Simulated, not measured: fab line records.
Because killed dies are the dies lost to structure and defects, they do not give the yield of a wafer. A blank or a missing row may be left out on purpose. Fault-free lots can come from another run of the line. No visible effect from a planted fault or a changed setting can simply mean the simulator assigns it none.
Check of tool commonality + flow sky130 + 11 lots, 33 wafers sampled

## REASON FOR OPENING
Of 11 lots, 2 have the reading VIA1_HDPCVD_THK flagged at SKY_VIA1_THK_MEAS_01. Fault-free wafers read 1031 nm, with a standard deviation of 9.9.
Rule: flag the lot when none of its wafers has a number, or when each of its wafers that has one lies beyond 4 standard deviations from that mean. All remaining lots are regarded as sound.

| lot  | measured     | on           | VIA1_HDPCVD_THK (nm), wafer by wafer | flag    |
|------|--------------|--------------|--------------------------------------|---------|
| L186 | day 33 03:07 | filmMetro-03 | 1037 1061 1028                       |         |
| L187 | day 33 17:46 | filmMetro-03 | 1035 1036 1039                       |         |
| L190 | day 35 02:35 | filmMetro-01 | 1027 1021 1043                       |         |
| L191 | day 35 12:01 | filmMetro-04 | 1025 1035 1035                       |         |
| L193 | day 35 18:59 | filmMetro-01 | 1032 1032 1028                       |         |
| L192 | day 35 19:11 | filmMetro-04 | 1018 1030 1030                       |         |
| L202 | day 38 14:36 | filmMetro-04 | 980 982 989                          | FLAGGED |
| L204 | day 39 04:32 | filmMetro-03 | 1032 1029 1033                       |         |
| L203 | day 39 04:54 | filmMetro-04 | 987 974 980                          | FLAGGED |
| L205 | day 39 22:41 | filmMetro-04 | 1022 1016 1036                       |         |
| L207 | day 40 00:09 | filmMetro-04 | 1032 1028 1027                       |         |
The numbers of the flagged lots are 982 nm on average: -49 nm against the usual, or -5 standard deviations.

## WHICH TOOL EACH LOT WENT THROUGH
The record holds 3 process steps before the reading, out of a route of 708 steps. Cell contents, in order: the tool; ch with the chambers the sampled wafers went through; the start.
| lot  | flag    | SKY_CONTACT_ETCH_17               | SKY_METAL1_METAL_ETCH_19         | SKY_VIA1_HDPCVD_00               |
|------|---------|-----------------------------------|----------------------------------|----------------------------------|
| L186 |         | rieDiel-04 ch 0,1,3, day 31 21:07 | rieMetal-01 ch 0,1, day 33 02:19 | hdpcvd-02 ch 1,2, day 33 03:00   |
| L187 |         | rieDiel-03 ch 1,2,3, day 32 11:48 | rieMetal-02 ch 0,1, day 33 16:58 | hdpcvd-01 ch 0,1, day 33 17:39   |
| L190 |         | rieDiel-01 ch 2,3, day 33 21:48   | rieMetal-02 ch 1, day 35 01:42   | hdpcvd-02 ch 0,2, day 35 02:28   |
| L191 |         | rieDiel-01 ch 0,1,3, day 34 07:06 | rieMetal-02 ch 0, day 35 11:11   | hdpcvd-02 ch 1,2, day 35 11:54   |
| L193 |         | rieDiel-01 ch 0,3, day 34 13:03   | rieMetal-02 ch 0,1, day 35 18:11 | hdpcvd-01 ch 1,2, day 35 18:52   |
| L192 |         | rieDiel-04 ch 0,1,2, day 34 13:42 | rieMetal-01 ch 0,1, day 35 18:23 | hdpcvd-02 ch 0,2, day 35 19:05   |
| L202 | FLAGGED | rieDiel-04 ch 0,1,3, day 37 11:01 | rieMetal-02 ch 0,1, day 38 13:49 | hdpcvd-02 ch 0,1,2, day 38 14:31 |
| L204 |         | rieDiel-01 ch 0,3, day 38 00:31   | rieMetal-04 ch 0,1, day 39 03:44 | hdpcvd-01 ch 0,2, day 39 04:25   |
| L203 | FLAGGED | rieDiel-03 ch 0,1, day 38 00:51   | rieMetal-02 ch 0,1, day 39 04:07 | hdpcvd-02 ch 1,2, day 39 04:46   |
| L205 |         | rieDiel-01 ch 1,2,3, day 38 19:30 | rieMetal-02 ch 0,1, day 39 21:46 | hdpcvd-01 ch 0,2, day 39 22:34   |
| L207 |         | rieDiel-01 ch 1,3, day 38 21:03   | rieMetal-01 ch 0,1, day 39 23:16 | hdpcvd-01 ch 0,1,2, day 40 00:01 |
What is done by these steps:
- SKY_CONTACT_ETCH_17: etches SiO2 in C4F8/O2/Ar, stops on Si3N4, target depth 340 nm.
- SKY_METAL1_METAL_ETCH_19: etches the open film in Cl2/BCl3, stops on SiO2, target depth 360 nm, time 78 s.
- SKY_VIA1_HDPCVD_00: deposits SiO2, target thk 1030 nm, time 171.7 s.
- SKY_VIA1_THK_MEAS_01

## FLAGGED AGAINST TOTAL, ONE TOOL AT A TIME (gauges that did the reading follow at the end)
| step                     | tool         | lots run | flagged | share of the flagged lots | sound lots run after its first flagged lot |
|--------------------------|--------------|----------|---------|---------------------------|--------------------------------------------|
| SKY_CONTACT_ETCH_17      | rieDiel-01   | 6        | 0       | none                      | -                                          |
| SKY_CONTACT_ETCH_17      | rieDiel-03   | 2        | 1       | some                      | 0                                          |
| SKY_CONTACT_ETCH_17      | rieDiel-04   | 3        | 1       | some                      | 0                                          |
| SKY_METAL1_METAL_ETCH_19 | rieMetal-01  | 3        | 0       | none                      | -                                          |
| SKY_METAL1_METAL_ETCH_19 | rieMetal-02  | 7        | 2       | all                       | 1 (L205)                                   |
| SKY_METAL1_METAL_ETCH_19 | rieMetal-04  | 1        | 0       | none                      | -                                          |
| SKY_VIA1_HDPCVD_00       | hdpcvd-01    | 5        | 0       | none                      | -                                          |
| SKY_VIA1_HDPCVD_00       | hdpcvd-02    | 6        | 2       | all                       | 0                                          |
| SKY_VIA1_THK_MEAS_01     | filmMetro-01 | 2        | 0       | none                      | -                                          |
| SKY_VIA1_THK_MEAS_01     | filmMetro-03 | 3        | 0       | none                      | -                                          |
| SKY_VIA1_THK_MEAS_01     | filmMetro-04 | 6        | 2       | all                       | 2 (L205,L207)                              |

## WHAT THE TABLE PERMITS
All flagged lots were run by 3 table rows, namely rieMetal-02 at SKY_METAL1_METAL_ETCH_19, hdpcvd-02 at SKY_VIA1_HDPCVD_00, filmMetro-04 at SKY_VIA1_THK_MEAS_01.
- rieMetal-02 at SKY_METAL1_METAL_ETCH_19: 2 of its 7 lots flagged. After the first flagged lot (L205), sound lots still ran on it; a lasting fault on the whole tool would not permit that.
- hdpcvd-02 at SKY_VIA1_HDPCVD_00: 2 of its 6 lots flagged. It ran its last sound lot, L192, at day 35 19:05 and its first flagged lot, L202, at day 38 14:31: a fault with its onset between the two fits. Its own readings (runLengthS) fall more than 4 standard deviations out on all wafers of the flagged lots.
- filmMetro-04 at SKY_VIA1_THK_MEAS_01: 2 of its 6 lots flagged. After the first flagged lot (L205, L207), sound lots still ran on it; a lasting fault on the whole tool would not permit that.
What remains is a single tool, hdpcvd-02 at SKY_VIA1_HDPCVD_00.

## WHAT HAD BEEN PUT IN BY THE SIMULATOR
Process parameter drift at SKY_VIA1_HDPCVD_00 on hdpcvd-02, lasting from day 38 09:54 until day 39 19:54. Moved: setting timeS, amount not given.
Shown lots that were struck: L202, L203. This agrees with what the rule above found.
